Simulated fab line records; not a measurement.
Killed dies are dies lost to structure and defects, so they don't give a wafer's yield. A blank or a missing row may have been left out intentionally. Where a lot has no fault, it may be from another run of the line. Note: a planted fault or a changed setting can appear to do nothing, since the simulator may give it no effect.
Which tool is to blame? ; flow sky130 ; 42 wafers from 14 lots sampled at 3 of the route's 708 steps

WHAT THE GAUGES READ, wafer by wafer
SKY_NWELL_OVL_MEAS_10.
lot;measured;on;NWELL_00_OVL (nm)
L959;day 4 17:49;overlay-01;-1.5 -1.2 0.2
L960;day 5 03:38;overlay-02;-3.0 -2.6 -1.8
L961;day 5 08:15;overlay-02;-0.6 0.1 1.1
L963;day 6 03:49;overlay-01;-0.7 -0.9 -3.4
L965;day 6 05:48;overlay-02;-1.9 -0.9 -1.1
L964;day 6 06:16;overlay-02;-1.4 -1.6 -1.8
L966;day 6 12:20;overlay-01;-1.0 0.3 0.7
L968;day 7 00:25;overlay-01;0.9 1.0 1.8
L971;day 7 21:25;overlay-02;0.8 0.0 2.4
L974;day 8 12:24;overlay-02;-2.1 -1.8 -1.9
L975;day 8 16:04;overlay-01;1.3 -1.7 -1.0
L976;day 8 20:19;overlay-02;0.2 -1.5 -0.2
L977;day 9 05:50;overlay-01;-1.2 -0.6 -0.7
L981;day 10 06:36;overlay-02;-0.7 -1.6 -2.4

SKY_NWELL_TW_MEAS_15.
lot;measured;on;NWELL_TW
L959;day 4 18:24;film metro-02;1817 1816 1810
L960;day 5 04:13;film metro-04;1804 1790 1799
L961;day 5 08:50;film metro-04;1818 1802 1805
L963;day 6 04:25;film metro-03;1826 1823 1825
L965;day 6 06:23;film metro-03;1816 1806 1809
L964;day 6 06:51;film metro-02;1825 1807 1807
L966;day 6 13:05;film metro-02;1824 1815 1817
L968;day 7 01:00;film metro-04;1808 1801 1800
L971;day 7 22:00;film metro-04;1808 1814 1806
L974;day 8 13:00;film metro-04;1783 1805 1799
L975;day 8 16:39;film metro-02;1829 1833 1834
L976;day 8 20:55;film metro-02;1830 1834 1830
L977;day 9 06:25;film metro-03;1821 1813 1815
L981;day 10 07:11;film metro-04;1790 1793 1797

WHICH TOOL RAN EACH LOT (tool, then ch and the chambers of the sampled wafers, then the start)
lot;SKY_DNWELL_DEVELOP_06
L959;litho track-03 ch 0, day 3 08:00
L960;litho track-03 ch 0, day 3 16:00
L961;litho track-02 ch 0, day 3 22:00
L963;litho track-01 ch 0, day 4 15:00
L965;litho track-02 ch 0, day 4 17:00
L964;litho track-01 ch 0, day 4 17:00
L966;litho track-02 ch 0, day 4 23:00
L968;litho track-02 ch 0, day 5 10:00
L971;litho track-02 ch 0, day 6 06:00
L974;litho track-01 ch 0, day 6 20:00
L975;litho track-02 ch 0, day 6 23:00
L976;litho track-01 ch 0, day 7 03:00
L977;litho track-02 ch 0, day 7 11:00
L981;litho track-03 ch 0, day 8 11:00
- SKY_DNWELL_DEVELOP_06: develop time 60 s.

AS READ BY THE TOOLS THEMSELVES (means over the sampled wafers that have a number; for cases with no such wafer, the mark the record gives instead)
SKY_DNWELL_DEVELOP_06.
lot;tool;developer temp C (C)
L959;litho track-03;22.98
L960;litho track-03;22.99
L961;litho track-02;22.88
L963;litho track-01;22.96
L965;litho track-02;23.16
L964;litho track-01;23.08
L966;litho track-02;22.98
L968;litho track-02;22.97
L971;litho track-02;23.03
L974;litho track-01;23.05
L975;litho track-02;23.85
L976;litho track-01;23.09
L977;litho track-02;23.99
L981;litho track-03;23.00

THE ANSWER, worked out from the rows above alone
Rule: what is usual is taken from the lots themselves. The widest of any qualifying gaps counts: lots, ordered by their means at a reading, are off when they make up no more than a third of the lots, leave a main group of 4 or more, and stand apart from it by 3 or more times the standard deviation of that group's means. The tables above print the reading to a certain number of digits; a main group whose means all agree to those digits is not used. A lot without any number at a reading at which 4 lots or more have one is off too. Any other lot the step has rows for is counted as sound. After the gauges, taken in route order, come the tools' own readings; for these a lot's mean is taken, as printed above. At the first step where some lot is off, the reading lying furthest off is the one used; lots without a number count as furthest.
Off, at SKY_DNWELL_DEVELOP_06 on developer temp C: L975, L977. Mean 23.01 C and standard deviation 0.07 in the main group.
If a tool, at that step or one of the process steps before it, ran each lot that is off and ran no sound lot following the first of them, it fits. One fits: SKY_DNWELL_DEVELOP_06 on litho track-02. Its last sound lot is L971 (day 6 06:00), its first lot that is off L975 (day 6 23:00): a fault that began between those two fits.
The tool's own readings at SKY_DNWELL_DEVELOP_06 bear it out: on the lots that are off they differ by more than 5 times the standard deviation of the sound lots' means. developer temp C reads 23.92 C there against 23.01 C on the sound lots.

WHAT THE SIMULATOR HAD PUT IN
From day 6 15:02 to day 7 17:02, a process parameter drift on litho track-02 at SKY_DNWELL_DEVELOP_06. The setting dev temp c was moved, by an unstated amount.
Lots struck among those shown: L975, L977. This agrees with what the rule above found.
